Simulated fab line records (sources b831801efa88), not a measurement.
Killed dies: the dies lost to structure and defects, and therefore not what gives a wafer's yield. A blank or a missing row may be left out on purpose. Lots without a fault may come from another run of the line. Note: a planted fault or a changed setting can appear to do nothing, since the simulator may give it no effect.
fab line records	flow sky130
record: lots: 11	wafers: 33	last-day: 50
route steps=708 shown SD_P@330 RES_XHIGH@339 LI_CONTACT@365 PAD_OPEN@708
lots untouched by any fault: they come from a run of this same line in which no faults occurred
start-h: start of the lot's first displayed wafer, in hours after the record's first day	wait-h: time in hours since the lot's previous step	" repeats the value in the row above	L1.1+2: a row that stands for several wafers	- no value present, or no start provided	* or withheld: withheld	< > ~ a bound
route shown NAME@n: NAME is a module with steps in the file, n the number in the route of the first one	usual: mean and standard deviation over wafers with no fault	same: alike in all rows	chamber/n: place in a boat	sites: the reading at each site	_std_site: standard deviation across them	_edge_site: outer sites' mean less inner sites'	radius-mm: for every site, how far away it sits from the centre of the wafer	mask NAME#n: copy n	behind: the tool/chamber that last shaped the wafer	hold: the reason the lot was held/the length of the hold in hours/how it ended	device: whichever transistor did not switch (one of n, p or np)	end of line: tests run on the same wafers once the route is complete	for a step that has no rows: nothing shown but its recipe	killed: count of dies lost to structure and defects at first sort (not the wafer's yield)	map: the dies of a wafer, with x for killed, . for not killed, _ for no die there
set.NAME: the run value of the setting; set.NAME@STEP: its run value at that earlier step	model.NAME: the simulator's own value behind a step, which no gauge read
one table for each step of the route and one row for each wafer, over a sample of lots
services: when a tool's chamber went out of use (start-h, in hours from the record's first day, below 0 if earlier), for how many hours, and the reason
== steps ==
step: SKY_SD_P_STRIP_10
recipe: chemistry: O2/N2	power-w: 1400	pressure-mtorr: 1500	platen-temp-c: withheld	o2-flow-sccm: 3000	n2-flow-sccm: 300	overash-fraction: 0.5
usual: drypump-motor-current-A: 5.6/0.46	oes-product-au: 0.617/0.0046	strip-time-to-endpoint-s: 17.52/0.039
lot.wafer	tool	chamber	start-h	wait-h	drypump-motor-current-A	oes-product-au	rf-hours-counter-h	strip-time-to-endpoint-s
L799.1	plasma-asher-03	1	573.50	0.1	5.8	0.619	90	17.54
L799.2	"	0	"	"	6.2	0.611	90	17.56
L799.4	"	0	"	"	6.2	0.616	-	17.55
L800.3	plasma-asher-04	0	590.93	0.1	6.0	0.624	-	17.55
L800.5	"	1	"	"	5.0	0.627	-	17.57
L800.6	"	0	"	"	5.9	0.625	-	17.58
L802.2	plasma-asher-04	0	604.63	0.1	5.9	0.626	17	17.59
L802.3	"	1	"	"	5.0	0.620	-	17.55
L802.6	"	1	"	"	5.0	0.610	-	17.53
L807.1	plasma-asher-01	0	651.83	0.1	5.9	0.616	86	17.55
L807.3	"	1	"	"	5.1	0.617	-	17.57
L807.5	"	0	"	"	5.9	0.617	-	17.56
L808.2	plasma-asher-04	0	676.19	0.1	6.0	0.616	24	17.55
L808.3	"	1	"	"	5.0	0.611	-	17.52
L808.4	"	0	"	"	5.9	0.619	-	17.57
L809.2	plasma-asher-03	0	681.14	0.1	6.2	0.611	100	17.51
L809.5	"	0	"	"	6.2	0.616	-	17.56
L809.6	"	1	"	"	5.7	0.609	-	17.60
L810.3	plasma-asher-04	0	682.78	0.1	5.9	0.617	-	17.54
L810.4	"	1	"	"	5.0	0.617	-	17.50
L810.5	"	0	"	"	6.0	0.615	-	17.49
L817.1	plasma-asher-01	1	738.68	0.1	5.1	0.618	95	17.54
L817.3	"	0	"	"	5.9	0.614	-	17.50
L817.5	"	1	"	"	5.1	0.612	-	17.55
L818.3	plasma-asher-03	1	743.13	0.1	5.7	0.624	-	17.54
L818.4	"	0	"	"	6.2	0.627	-	17.56
L818.5	"	1	"	"	5.7	0.629	-	17.53
L819.1	plasma-asher-01	1	747.89	0.1	5.1	0.616	96	17.47
L819.2	"	0	"	"	5.9	0.616	96	17.48
L819.5	"	1	"	"	5.1	0.618	-	17.45
L820.2	plasma-asher-04	0	774.00	0.1	5.9	0.613	33	17.46
L820.3	"	0	"	"	6.0	0.619	-	17.49
L820.5	"	0	"	"	5.9	0.619	-	17.49
step: SKY_RES_XHIGH_IMPLANT_07
recipe: species: BF2	energy-kev: 20	dose-cm2: 3.6e+14	tilt-deg: 0
usual: beam-on-s: 35.6/1.8	dose-ions-cm2: 3.6e+14/3.9e+11	faraday-current-uA: 572/28
lot.wafer	tool	chamber	start-h	wait-h	beam-on-s	dose-ions-cm2	faraday-current-uA
L799.1	implanter-03	0	603.12	0.1	35.2	3.602e+14	576
L799.2	"	0	"	"	33.8	3.599e+14	601
L799.4	"	0	"	"	35.4	3.595e+14	574
L800.3	implanter-03	0	619.77	0.1	35.0	3.602e+14	583
L800.5	"	0	"	"	34.0	3.607e+14	599
L800.6	"	0	"	"	34.7	3.606e+14	587
L802.2	implanter-02	0	633.56	0.1	39.4	3.599e+14	514
L802.3	"	0	"	"	38.2	3.594e+14	532
L802.6	"	0	"	"	38.7	3.596e+14	527
L807.1	implanter-03	0	679.88	0.1	33.0	3.6e+14	616
L807.3	"	0	"	"	34.9	3.597e+14	580
L807.5	"	0	"	"	34.6	3.6e+14	586
L808.2	implanter-03	0	704.00	0.1	33.9	3.605e+14	597
L808.3	"	0	"	"	33.9	3.603e+14	599
L808.4	"	0	"	"	34.5	3.6e+14	590
L809.2	implanter-03	0	709.16	0.1	9.9	3.59e+13	206
L809.5	"	0	"	"	9.8	3.62e+13	208
L809.6	"	0	"	"	9.8	3.59e+13	207
L810.3	implanter-03	0	710.03	0.1	10.0	3.61e+13	203
L810.4	"	0	"	"	9.7	3.59e+13	210
L810.5	"	0	"	"	10.0	3.6e+13	203
L817.1	implanter-01	0	765.37	0.1	35.5	3.605e+14	574
L817.3	"	0	"	"	34.4	3.605e+14	586
L817.5	"	0	"	"	35.7	3.596e+14	565
L818.3	implanter-01	0	770.13	0.1	35.6	3.602e+14	571
L818.4	"	0	"	"	36.7	3.601e+14	555
L818.5	"	0	"	"	35.5	3.602e+14	573
L819.1	implanter-01	0	775.08	0.1	35.6	3.597e+14	571
L819.2	"	0	"	"	34.2	3.602e+14	590
L819.5	"	0	"	"	34.9	3.605e+14	580
L820.2	implanter-01	0	799.61	0.1	35.3	3.6e+14	574
L820.3	"	0	"	"	34.8	3.597e+14	583
L820.5	"	0	"	"	35.1	3.602e+14	579
step: SKY_RES_XHIGH_TW_MEAS_09
usual: RES_XHIGH_TW: 1620/22
lot.wafer	tool	chamber	start-h	wait-h	hold	RES_XHIGH_TW
L799.1	film-metro-04	-	603.37	0.1	-	1618
L799.2	"	-	"	"	-	1609
L799.4	"	-	"	"	-	1617
L800.3	film-metro-01	-	619.99	0.1	-	1581
L800.5	"	-	"	"	-	1597
L800.6	"	-	"	"	-	1589
L802.2	film-metro-02	-	633.80	0.1	-	1639
L802.3	"	-	"	"	-	1636
L802.6	"	-	"	"	-	1630
L807.1	film-metro-02	-	680.13	0.1	-	1643
L807.3	"	-	"	"	-	1651
L807.5	"	-	"	"	-	1645
L808.2	film-metro-01	-	704.24	0.1	-	1590
L808.3	"	-	"	"	-	1594
L808.4	"	-	"	"	-	1588
L809.2	film-metro-02	-	709.40	0.1	await-dispo/0.2h/release	791
L809.5	"	-	"	"	await-dispo/0.2h/release	796
L809.6	"	-	"	"	await-dispo/0.2h/release	803
L809.2	film-metro-02	-	709.63	0.2	-	791
L809.5	"	-	"	"	-	802
L809.6	"	-	"	"	-	801
L810.3	film-metro-04	-	710.25	0.1	await-dispo/0.2h/release	785
L810.4	"	-	"	"	await-dispo/0.2h/release	787
L810.5	"	-	"	"	await-dispo/0.2h/release	785
L810.3	film-metro-04	-	710.48	0.2	-	780
L810.4	"	-	"	"	-	784
L810.5	"	-	"	"	-	781
L817.1	film-metro-04	-	765.62	0.1	-	1609
L817.3	"	-	"	"	-	1611
L817.5	"	-	"	"	-	1613
L818.3	film-metro-02	-	770.35	0.1	-	1647
L818.4	"	-	"	"	-	1650
L818.5	"	-	"	"	-	1651
L819.1	film-metro-02	-	775.33	0.1	-	1646
L819.2	"	-	"	"	-	1642
L819.5	"	-	"	"	-	1646
L820.2	film-metro-01	-	799.85	0.1	-	1587
L820.3	"	-	"	"	-	1581
L820.5	"	-	"	"	-	1581
step: SKY_SD_N_RS_MEAS_18
recipe: thk-meas-gauge: four-point-probe
usual: RES_XHIGH_RS: 334.0/1.2
lot.wafer	tool	chamber	start-h	wait-h	hold	RES_XHIGH_RS[ohm/sq]
L799.1	film-metro-04	-	633.08	0.1	-	333.6
L799.2	"	-	"	"	-	333.1
L799.4	"	-	"	"	-	333.2
L800.3	film-metro-01	-	649.11	0.1	-	335.0
L800.5	"	-	"	"	-	334.2
L800.6	"	-	"	"	-	336.4
L802.2	film-metro-01	-	663.64	0.1	-	335.1
L802.3	"	-	"	"	-	335.2
L802.6	"	-	"	"	-	334.5
L807.1	film-metro-02	-	709.01	0.1	-	331.9
L807.3	"	-	"	"	-	332.3
L807.5	"	-	"	"	-	330.8
L808.2	film-metro-04	-	732.30	0.1	-	334.9
L808.3	"	-	"	"	-	335.3
L808.4	"	-	"	"	-	334.9
L809.2	film-metro-01	-	737.44	0.1	await-dispo/0.2h/release	2036.3
L809.5	"	-	"	"	await-dispo/0.2h/release	1992.3
L809.6	"	-	"	"	await-dispo/0.2h/release	2009.2
L809.2	film-metro-01	-	737.78	0.3	-	2034.5
L809.5	"	-	"	"	-	1987.6
L809.6	"	-	"	"	-	2008.8
L810.3	film-metro-04	-	738.80	0.1	await-dispo/0.2h/release	2029.1
L810.4	"	-	"	"	await-dispo/0.2h/release	2007.0
L810.5	"	-	"	"	await-dispo/0.2h/release	2013.5
L810.3	film-metro-04	-	739.10	0.3	-	2025.1
L810.4	"	-	"	"	-	2007.3
L810.5	"	-	"	"	-	2009.1
L817.1	film-metro-04	-	793.67	0.1	-	333.7
L817.3	"	-	"	"	-	335.2
L817.5	"	-	"	"	-	333.7
L818.3	film-metro-04	-	797.41	0.1	-	332.8
L818.4	"	-	"	"	-	333.9
L818.5	"	-	"	"	-	334.1
L819.1	film-metro-02	-	802.48	0.1	-	333.3
L819.2	"	-	"	"	-	332.8
L819.5	"	-	"	"	-	334.2
L820.2	film-metro-01	-	826.87	0.1	-	334.4
L820.3	"	-	"	"	-	335.9
L820.5	"	-	"	"	-	334.5
step: SKY_LI_CONTACT_BOW_MEAS_03
recipe: mode: bow
usual: LI_CONTACT_BOW: 56/6.2
lot.wafer	tool	chamber	start-h	wait-h	LI_CONTACT_BOW[um]
L799.1	film-metro-01	-	633.68	0.2	50
L799.2	"	-	"	"	57
L799.4	"	-	"	"	51
L800.3	film-metro-04	-	649.71	0.1	57
L800.5	"	-	"	"	55
L800.6	"	-	"	"	58
L802.2	film-metro-04	-	664.24	0.1	54
L802.3	"	-	"	"	58
L802.6	"	-	"	"	66
L807.1	film-metro-02	-	709.84	0.2	62
L807.3	"	-	"	"	64
L807.5	"	-	"	"	59
L808.2	film-metro-04	-	732.90	0.2	55
L808.3	"	-	"	"	51
L808.4	"	-	"	"	47
L817.1	film-metro-02	-	794.28	0.2	52
L817.3	"	-	"	"	45
L817.5	"	-	"	"	47
L818.3	film-metro-04	-	798.01	0.2	53
L818.4	"	-	"	"	53
L818.5	"	-	"	"	64
L819.1	film-metro-04	-	803.08	0.2	67
L819.2	"	-	"	"	57
L819.5	"	-	"	"	57
L820.2	film-metro-01	-	827.47	0.3	54
L820.3	"	-	"	"	44
L820.5	"	-	"	"	46
step: SKY_LI_CONTACT_STRIP_16
recipe: chemistry: O2/N2	power-w: 1400	pressure-mtorr: 1500	platen-temp-c: withheld	o2-flow-sccm: 3000	n2-flow-sccm: 300	overash-fraction: 0.5
usual: drypump-motor-current-A: 5.5/0.39	oes-product-au: 0.375/0.0047	strip-time-to-endpoint-s: 3.49/0.032
lot.wafer	tool	chamber	start-h	wait-h	drypump-motor-current-A	oes-product-au	rf-hours-counter-h	strip-time-to-endpoint-s
L799.1	plasma-asher-04	1	662.76	-	5.0	0.376	23	3.44
L799.2	"	0	"	"	5.9	0.370	23	3.44
L799.4	"	0	"	"	5.9	0.378	-	3.47
L800.3	plasma-asher-02	1	677.80	-	5.9	0.376	-	3.47
L800.5	"	1	"	"	5.9	0.379	-	3.48
L800.6	"	0	"	"	5.3	0.379	-	3.48
L802.2	plasma-asher-01	1	692.31	-	5.1	0.376	90	3.49
L802.3	"	1	"	"	5.1	0.382	-	3.49
L802.6	"	1	"	"	5.1	0.366	-	3.50
L807.1	plasma-asher-01	0	737.66	-	5.9	0.370	95	3.41
L807.3	"	1	"	"	5.1	0.373	-	3.42
L807.5	"	1	"	"	5.1	0.372	-	3.45
L808.2	plasma-asher-01	0	760.32	-	5.8	0.366	97	3.42
L808.3	"	0	"	"	5.9	0.375	-	3.45
L808.4	"	1	"	"	5.1	0.380	-	3.43
L817.1	plasma-asher-01	1	820.41	-	5.1	0.376	103	3.55
L817.3	"	1	"	"	5.1	0.372	-	3.54
L817.5	"	0	"	"	5.9	0.374	-	3.53
L818.3	plasma-asher-01	0	825.19	-	5.9	0.380	-	3.50
L818.4	"	1	"	"	5.1	0.368	-	3.48
L818.5	"	0	"	"	5.9	0.369	-	3.47
L819.1	plasma-asher-02	0	830.11	-	5.3	0.379	72	3.51
L819.2	"	1	"	"	5.9	0.373	72	3.46
L819.5	"	0	"	"	5.3	0.375	-	3.50
L820.2	plasma-asher-01	1	853.52	-	5.1	0.379	107	3.50
L820.3	"	0	"	"	5.9	0.374	-	3.51
L820.5	"	0	"	"	5.9	0.376	-	3.47
step: SKY_PAD_OPEN_PROBE_99
usual: defect-limited-yield: 82.3/1.9	killed_at_M0_to_M3: 44/7.6	killed_at_M4_up: 3.2/1.7	killed-at-contacts: 24/5.7	killed-at-front-end: 16/3.9	killed-at-other: 0.2/0.45	killed-dies: 87/9.5	killed-open: 47/6.9	killed-short: 40/5.8	sort_bin_3_pad_short: 0.9/0.4	sort_bin_5_function: 10.4/1.4	sort_bin_6_memory: 6.4/1.1	sort-n-pass: 405/9.5	sort-yield-pct: 82.3/1.9
same: gross-dies: 492	killed-at-back-side: 0	sort_bin_4_leakage[%]: 0	sort_bin_8_speed[%]: 0
lot.wafer	tool	chamber	start-h	wait-h	defect-limited-yield[%]	killed_at_M0_to_M3	killed_at_M4_up	killed-at-contacts	killed-at-front-end	killed-at-other	killed-dies	killed-open	killed-short	sort_bin_3_pad_short[%]	sort_bin_5_function[%]	sort_bin_6_memory[%]	sort-n-pass	sort-yield-pct[%]
L820.2	prober-02	-	1196.09	0.1	84.1	38	3	19	18	0	78	47	31	0.6	10.2	5.1	414	84.1
L820.3	prober-02	-	1196.14	0.2	83.9	33	4	25	17	0	79	44	35	1.0	8.9	6.1	413	83.9
L820.5	prober-02	-	1196.24	0.2	83.3	39	4	27	12	0	82	44	38	0.8	10.4	5.5	410	83.3
killed by level:class
L820.2 VIA1:geometric-particle:open=9 CONTACT:geometric-particle:open=9 METAL2:geometric-particle:short=6 VIA1:geometric-particle:short=6 VIA2:geometric-particle:open=6 FIELD_ISO:geometric-particle:open=5 LI_CONTACT:geometric-particle:open=4 POLY_GATE:geometric-particle:open=4
L820.3 CONTACT:geometric-particle:open=11 LI_CONTACT:geometric-particle:open=7 POLY_GATE:geometric-particle:open=5 METAL2:geometric-particle:short=5 VIA2:geometric-particle:open=5 FIELD_ISO:geometric-particle:open=4 POLY_GATE:geometric-particle:short=4 VIA1:geometric-particle:short=4
L820.5 VIA1:geometric-particle:open=11 LOCAL_INTERCONNECT:geometric-particle:short=7 POLY_GATE:geometric-particle:open=6 CONTACT:geometric-particle:open=6 VIA1:geometric-particle:short=5 LI_CONTACT:geometric-particle:short=5 LI_CONTACT:geometric-particle:open=5 METAL1:geometric-particle:short=5
== services ==
tool	chamber	start-h	hours	kind
implanter-01	-	550.91	3.3	repair
plasma-asher-04	-	564.27	4.8	repair
implanter-01	-	577.75	10.8	repair
implanter-02	-	584.49	3.0	repair
implanter-01	-	584.77	1.4	repair
plasma-asher-03	-	596.56	2.9	repair
plasma-asher-02	-	614.61	1.3	repair
implanter-03	-	645.77	21.3	pm
plasma-asher-02	-	683.36	1.3	repair
plasma-asher-04	-	684.43	1.0	repair
plasma-asher-03	-	733.75	9.0	pm
plasma-asher-03	0	733.75	9.0	vent-cycle
plasma-asher-03	1	733.75	9.0	vent-cycle
plasma-asher-03	0	742.75	-	clean
plasma-asher-03	1	742.75	-	clean
plasma-asher-04	-	749.54	2.8	pm
implanter-03	-	756.44	1.8	repair
implanter-01	-	790.16	1.9	repair
implanter-01	-	792.09	4.0	pm
implanter-02	-	797.04	4.0	pm
implanter-02	-	802.39	5.2	repair
plasma-asher-03	-	853.48	3.8	repair
== key ==
first-sign: step: SKY_RES_XHIGH_IMPLANT_07	reading: dose-ions-cm2	direction: down	sigmas: 99+	usual: *	struck: *
effect: step: SKY_RES_XHIGH_IMPLANT_07	reading: beam-on-s	direction: down	sigmas: 14	usual: 35.6	struck: 9.9
effect: step: SKY_RES_XHIGH_TW_MEAS_09	reading: visit	direction: added
effect: step: SKY_RES_XHIGH_TW_MEAS_09	reading: RES_XHIGH_TW	direction: down	sigmas: 39	usual: 1620	struck: 791
effect: step: SKY_SD_N_RS_MEAS_18	reading: visit	direction: added
effect: step: SKY_SD_N_RS_MEAS_18	reading: RES_XHIGH_RS	direction: up	sigmas: 99+	usual: 334.0	struck: 2014.6
met-at SKY_RES_XHIGH_IMPLANT_07
struck-lots L809,L810
scrapped-behind SKY_SD_N_RS_MEAS_18 L809.2,L809.5,L809.6,L810.3,L810.4,L810.5
not-acting-at SKY_SD_P_STRIP_10,SKY_LI_CONTACT_BOW_MEAS_03,SKY_LI_CONTACT_STRIP_16
onset-between 704.00 709.16
fault: kind: process-parameter-drift	tool: implanter-03	chamber: -	onset-h: 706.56	steps: SKY_RES_XHIGH_IMPLANT_07	channel: dose-cm2	offset: *	shape: step	end-h: 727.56	acts-in: *	stated: *
